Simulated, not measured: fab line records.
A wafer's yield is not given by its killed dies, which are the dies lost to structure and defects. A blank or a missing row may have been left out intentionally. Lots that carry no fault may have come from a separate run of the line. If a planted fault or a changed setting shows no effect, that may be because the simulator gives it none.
Problem report, 8D (eight disciplines) form, completed by code	flow sky130	the parts of the form that need people (team, actions taken, sign-off) are left out

== 1. PROBLEM STATEMENT ==
Mean of strip_time_to_endpoint_s at SKY_METAL1_STRIP_20: 1.56 s across 2 wafers in 2 lots; on wafers with no fault it is 2.71 s (standard deviation 0.035). Measured from the usual mean, that is -33 standard deviations.
The step: strips in O2/N2.
The first sign was on wafer L670.5 at day 37 10:16, on plasma_asher-02. The record holds 33 wafers of 11 lots with a number at this step. Rule for "out", or "out of limits": more than 4 standard deviations from the usual mean. The rest of the wafers with a number are treated as sound.

== 2. WHAT IT IS; WHAT IT IS NOT ==
question	is	is not
which readings at this step	strip_time_to_endpoint_s, oes_product_au	drypump_motor_current_A
which lots	L670, L671	L656, L660, L662, L663, L672, L673, L674, L676, L677
which wafers of those lots	L670.5, L671.2	L670.1, L670.4, L671.1, L671.3
read on which tools	plasma_asher-02, plasma_asher-03	plasma_asher-01
when	from day 37 10:16	up to then (14 sound wafers); but 17 sound wafers of L671, L672, L673, L674, L676, L677 came after

== 3. SUSPECTS, AND WHAT RULES EACH OUT ==
Counting: if a tool at a process step up to the reading ran every lot that is out, it stays a suspect. Sound lots after the first of them don't rule it out here, since some wafers of a struck lot are sound.
- rie_metal-03 at SKY_METAL1_METAL_ETCH_19 (etches the open film in Cl2/BCl3, stops on SiO2, target depth 360 nm, time 78 s): kept. It ran every lot that is out, first L670 (day 37 10:10); its last sound lot up to then is L663 (day 36 00:45).
Left after counting: rie_metal-03 at SKY_METAL1_METAL_ETCH_19.

== 4. THE CAUSE (what the simulator had put in) ==
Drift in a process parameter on rie_metal-03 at SKY_METAL1_METAL_ETCH_19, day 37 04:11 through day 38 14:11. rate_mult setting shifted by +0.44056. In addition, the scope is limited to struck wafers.
The count eliminated every tool but this one.

== 5. THE EFFECT CHAIN, in route order ==
Each row: a reading where the mean over the struck wafers with a number is more than 3 standard deviations away from the usual. Only readings whose record carries a usual standard deviation are examined. hours: median over the lots of the time between each lot's start at the first step of this table that gives one and its start at this step. sigmas: the change, counted in usual standard deviations.
hours	step	reading	usual	on struck wafers	change	sigmas
0	SKY_METAL1_STRIP_20	oes_product_au	0.343 a.u.	0.300	-0.043	-8.3
0	SKY_METAL1_STRIP_20	strip_time_to_endpoint_s	2.71 s	1.56	-1.15	-33
Process steps it contains:
- SKY_METAL1_STRIP_20: strips in O2/N2.

== 6. WHAT WOULD HAVE CAUGHT IT SOONER ==
In this record the first reading out of limits was taken at day 37 10:16, 6 hours after the fault began at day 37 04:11.
Of the tool readings at SKY_METAL1_METAL_ETCH_19 for which the record gives a usual standard deviation, none was out on any struck wafer, so an alarm limit of 4 standard deviations on them would not have fired.
Among the 2 lots that are out, L671 began SKY_METAL1_METAL_ETCH_19 on rie_metal-03 after day 37 10:16. Holding the tool at that time would have saved it.
